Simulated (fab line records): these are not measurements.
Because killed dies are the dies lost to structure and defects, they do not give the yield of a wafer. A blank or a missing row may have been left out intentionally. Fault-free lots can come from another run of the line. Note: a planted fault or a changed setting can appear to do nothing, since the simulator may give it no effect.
fab line records + flow sky130
record:
- lots: 6
- wafers: 18
- last_day: 50
route steps=708 shown METAL2@506 VIA2@507
lots that met no fault: taken from a fault-free run of the same line
start_h: the number of hours between the record's first day and the start of the first shown wafer of the lot + wait_h: hours from the lot's prior step to this one + " as in the row above + L1.1+2: one row covering several wafers at once + - no value, or no start given + * or withheld: withheld + < > ~ a bound
route shown NAME@n: names a module that has steps shown in the file, with the first one's number in the route + usual: mean and standard deviation over wafers with no fault + same: alike in all rows + chamber/n: place in a boat + sites: the reading at each site + _std_site: the values' standard deviation + _edge_site: the outer-site mean with the inner-site mean subtracted + radius_mm: for every site, how far away it sits from the centre of the wafer + mask NAME#n: copy n + behind: the tool/chamber that last shaped the wafer + hold: what put the lot on hold/how long, in hours/how the hold closed + device: names the non-switching transistor (n, p or np) + end of line: the route-end tests of the same wafers + a step without rows: its recipe alone + killed: dies lost to structure and defects at the first sort, not the wafer's yield + map: shows each die of a wafer: x if killed, . if not, _ if none is there
set.NAME: the setting the step ran with; set.NAME@STEP: the setting that earlier step ran with + model.NAME: the simulator's own value behind a step, which no gauge read
lots seen at some steps along the route; tables by step, rows by wafer
services: the hour from which a tool's chamber was out of use, counted from the record's first day as start_h (under 0 if before that day), plus the number of hours and why
== steps ==
step: SKY_METAL2_CLEAN_23
recipe:
- chemistry: O3/DIW
- dry: n2_spin
step: SKY_VIA2_HDPCVD_00
recipe:
- material: SiO2
- target_thk_nm: 1180
- sigma_open_frac: 0.3
- time_s: 196.7
- temp_c: 400
- sih4_flow_sccm: 60
- pressure_mtorr: 6
step: SKY_VIA2_THK_MEAS_01
recipe:
- reads: SiO2_of_VIA2_HDPCVD_00
usual:
- VIA2_HDPCVD_THK: 1181/11
| lot.wafer | tool          | chamber | start_h | wait_h | VIA2_HDPCVD_THK[nm] |
|-----------|---------------|---------|---------|--------|---------------------|
| L349.3    | film_metro-03 | -       | 870.31  | 0.1    | 1185                |
| L349.4    | "             | -       | "       | "      | 1178                |
| L349.5    | "             | -       | "       | "      | 1183                |
| L351.1    | film_metro-04 | -       | 898.92  | 0.1    | 1183                |
| L351.3    | "             | -       | "       | "      | 1189                |
| L351.4    | "             | -       | "       | "      | 1206                |
| L353.3    | film_metro-01 | -       | 904.08  | 0.1    | 1186                |
| L353.4    | "             | -       | "       | "      | 1183                |
| L353.6    | "             | -       | "       | "      | 1173                |
| L362.2    | film_metro-01 | -       | 957.62  | 0.1    | 1184                |
| L362.3    | "             | -       | "       | "      | 1182                |
| L362.6    | "             | -       | "       | "      | 1198                |
| L365.2    | film_metro-04 | -       | 977.46  | 0.1    | 1159                |
| L365.3    | "             | -       | "       | "      | 1174                |
| L365.4    | "             | -       | "       | "      | 1179                |
| L367.2    | film_metro-01 | -       | 990.19  | 0.1    | 1180                |
| L367.3    | "             | -       | "       | "      | 1203                |
| L367.4    | "             | -       | "       | "      | 1182                |
step: SKY_VIA2_CMP_02
recipe:
- material: SiO2
- down_force_psi: 4
- platen_rpm: 60
- pad_velocity_m_s: 0.94248
usual:
- motor_current_A: 12.1/1.2
| lot.wafer | tool   | chamber | start_h | wait_h | motor_current_A |
|-----------|--------|---------|---------|--------|-----------------|
| L349.3    | cmp-02 | 3       | 870.45  | 0.1    | 11.6            |
| L349.4    | "      | 0       | "       | "      | 12.8            |
| L349.5    | "      | 1       | "       | "      | 11.2            |
| L351.4    | cmp-01 | 0       | 898.98  | 0.0    | 12.0            |
| L351.1    | "      | 2       | "       | "      | 15.3            |
| L351.3    | "      | 3       | "       | "      | 11.5            |
| L353.3    | cmp-01 | 2       | 904.12  | 0.0    | 14.2            |
| L353.4    | "      | 0       | "       | "      | 12.2            |
| L353.6    | "      | 2       | "       | "      | 14.4            |
| L362.3    | cmp-02 | 2       | 957.72  | 0.1    | 10.0            |
| L362.2    | "      | 0       | "       | "      | 12.7            |
| L362.6    | "      | 2       | "       | "      | 10.3            |
| L365.4    | cmp-02 | 1       | 977.56  | 0.1    | 11.1            |
| L365.3    | "      | 2       | "       | "      | 10.7            |
| L365.2    | "      | 3       | "       | "      | 12.1            |
| L367.2    | cmp-01 | 2       | 990.24  | 0.0    | 15.1            |
| L367.4    | "      | 3       | "       | "      | 10.9            |
| L367.3    | "      | 1       | "       | "      | 12.5            |
step: SKY_VIA2_BOW_MEAS_03
recipe:
- mode: bow
usual:
- VIA2_BOW: 84/6.5
| lot.wafer | tool          | chamber | start_h | wait_h | VIA2_BOW[um] |
|-----------|---------------|---------|---------|--------|--------------|
| L349.3    | film_metro-01 | -       | 870.69  | 0.2    | 79           |
| L349.4    | "             | -       | "       | "      | 82           |
| L349.5    | "             | -       | "       | "      | 79           |
| L351.1    | film_metro-01 | -       | 899.28  | 0.1    | 80           |
| L351.3    | "             | -       | "       | "      | 87           |
| L351.4    | "             | -       | "       | "      | 81           |
| L353.3    | film_metro-04 | -       | 904.46  | 0.3    | 93           |
| L353.4    | "             | -       | "       | "      | 83           |
| L353.6    | "             | -       | "       | "      | 81           |
| L362.2    | film_metro-04 | -       | 957.99  | 0.1    | 84           |
| L362.3    | "             | -       | "       | "      | 94           |
| L362.6    | "             | -       | "       | "      | 87           |
| L365.2    | film_metro-04 | -       | 977.83  | 0.1    | 95           |
| L365.3    | "             | -       | "       | "      | 78           |
| L365.4    | "             | -       | "       | "      | 89           |
| L367.2    | film_metro-01 | -       | 990.56  | 0.3    | 71           |
| L367.3    | "             | -       | "       | "      | 80           |
| L367.4    | "             | -       | "       | "      | 90           |
step: SKY_VIA2_DEHYDRATE_04
recipe:
- temp_c: 200
- time_s: 60
step: SKY_VIA2_HMDS_05
recipe:
- prime_time_s: 60
- prime_temp_c: 120
step: SKY_VIA2_COAT_06
recipe:
- resist: BARC
- temp_c: withheld
- time_s: withheld
- spin_rpm: 3000
- resist_thk_nm: 60
step: SKY_VIA2_COAT_07
recipe:
- resist: KrF-thick
- spin_rpm: 3000
- resist_thk_nm: 450
step: SKY_VIA2_SOFTBAKE_08
recipe:
- temp_c: 100
- time_s: 90
- resist: KrF-thick
step: SKY_VIA2_EXPOSE_09
recipe:
- mask_id: VIM2
- na: 0.8
- source_shape: annular
- sigma_inner: 0.55
- sigma_outer: 0.85
- target_cd_nm: 200
- dose_mj: 38
step: SKY_VIA2_PEB_10
recipe:
- peb_temp_c: withheld
- peb_time_s: withheld
- resist: KrF-thick
step: SKY_VIA2_DEVELOP_11
recipe:
- develop_time_s: 60
- resist: KrF-thick
- dev_temp_c: 21
usual:
- chill_plate_temp_C: 22.99/0.098
- develop_time_s: 60/0
- exhaust_pa: 44.8/0.81
| lot.wafer | tool           | chamber | start_h | wait_h | chill_plate_temp_C | develop_time_s | exhaust_pa | model.KrF-thick_of_VIA2_COAT_07.thk_nm |
|-----------|----------------|---------|---------|--------|--------------------|----------------|------------|----------------------------------------|
| L349.3    | litho_track-04 | 0       | 896     | -      | 23.10              | 60             | 44.5       | 435.6                                  |
| L349.4    | "              | 0       | "       | "      | 23.05              | 60             | 44.4       | 434.8                                  |
| L349.5    | "              | 0       | "       | "      | 23.02              | 60             | 44.7       | 434.8                                  |
| L351.1    | litho_track-03 | -       | 923     | -      | -                  | -              | -          | 448.2                                  |
| L351.3    | "              | -       | "       | "      | -                  | -              | -          | 448.5                                  |
| L351.4    | "              | -       | "       | "      | -                  | -              | -          | 447.7                                  |
| L353.3    | litho_track-03 | -       | 929     | -      | -                  | -              | -          | 448.4                                  |
| L353.4    | "              | -       | "       | "      | -                  | -              | -          | 448.7                                  |
| L353.6    | "              | -       | "       | "      | -                  | -              | -          | 449                                    |
| L362.2    | litho_track-02 | 0       | 982     | -      | 22.84              | 60             | 44.4       | 434.7                                  |
| L362.3    | "              | 0       | "       | "      | 22.88              | 60             | 45.7       | 434.8                                  |
| L362.6    | "              | 0       | "       | "      | 23.01              | 60             | 45.3       | 434.5                                  |
| L365.2    | litho_track-04 | 0       | 1001    | -      | 22.95              | 60             | 42.5       | 435.5                                  |
| L365.3    | "              | 0       | "       | "      | 23.07              | 60             | 43.1       | 436.2                                  |
| L365.4    | "              | 0       | "       | "      | 23.05              | 60             | 43.2       | 436.2                                  |
| L367.2    | litho_track-03 | 0       | 1013    | -      | 23.23              | 60             | 45.3       | 436.3                                  |
| L367.3    | "              | 0       | "       | "      | 23.11              | 60             | 45.1       | 434.7                                  |
| L367.4    | "              | 0       | "       | "      | 22.97              | 60             | 45.0       | 436.2                                  |
step: SKY_VIA2_CD_MEAS_12
recipe:
- target_cd_nm: 200
usual:
- cd_nm: 199.9/1.5
| lot.wafer | tool      | chamber | start_h | wait_h | cd_nm |
|-----------|-----------|---------|---------|--------|-------|
| L349.3    | cd_sem-01 | -       | 896.51  | -      | 201.0 |
| L349.4    | "         | -       | "       | "      | 200.6 |
| L349.5    | "         | -       | "       | "      | 198.5 |
| L351.1    | cd_sem-02 | -       | 923.87  | -      | -     |
| L351.3    | "         | -       | "       | "      | -     |
| L351.4    | "         | -       | "       | "      | -     |
| L353.3    | cd_sem-02 | -       | 929.76  | -      | -     |
| L353.4    | "         | -       | "       | "      | -     |
| L353.6    | "         | -       | "       | "      | -     |
| L362.2    | cd_sem-02 | -       | 982.56  | -      | 198.3 |
| L362.3    | "         | -       | "       | "      | 197.4 |
| L362.6    | "         | -       | "       | "      | 197.9 |
| L365.2    | cd_sem-02 | -       | 1001.54 | -      | 201.3 |
| L365.3    | "         | -       | "       | "      | 199.9 |
| L365.4    | "         | -       | "       | "      | 200.6 |
| L367.2    | cd_sem-01 | -       | 1013.69 | -      | 200.7 |
| L367.3    | "         | -       | "       | "      | 199.9 |
| L367.4    | "         | -       | "       | "      | 200.2 |
== services ==
| tool           | chamber | start_h | hours | kind                           |
|----------------|---------|---------|-------|--------------------------------|
| cmp-02         | -       | 893.84  | 1.1   | repair                         |
| cmp-02         | -       | 912.49  | 4.0   | pm                             |
| cmp-02         | -       | 916.49  | -     | consumable_replace:conditioner |
| cmp-02         | -       | 916.49  | -     | consumable_replace:pad         |
| cmp-01         | -       | 928.37  | 1.1   | repair                         |
| cmp-01         | -       | 973.00  | 2.0   | repair                         |
| litho_track-04 | -       | 977.85  | -     | consumable_replace:filter      |
| cmp-02         | -       | 1011.56 | 2.8   | repair                         |
== key ==
first_sign:
- step: SKY_VIA2_DEVELOP_11
- reading: tool_record
- direction: missing
effect none on later readings
model_effect:
- step: SKY_VIA2_DEVELOP_11
- value: KrF-thick_of_VIA2_COAT_07.thk_nm
- without: 434.4
- struck: 448.4
met_at SKY_VIA2_DEVELOP_11
struck_wafers L351.1,L351.3,L351.4,L353.3,L353.4,L353.6
later_rows_left_out L351.1,L351.3,L351.4,L353.3,L353.4,L353.6
sort_left_out L351.1,L351.3,L351.4,L353.3,L353.4,L353.6
fault:
- kind: skipped_step_whole
- tool: litho_track-03
- chamber: -
- onset_h: 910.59
- steps: SKY_VIA2_DEVELOP_11
- scope: struck_lots_only
sort_left_out: the simulated sort isn't trusted on such a fault, so these wafers' sort isn't shown, and their yield isn't known
later_rows_left_out: the simulator's readings of these wafers behind a module that went badly wrong aren't trusted and aren't shown, but for the sort
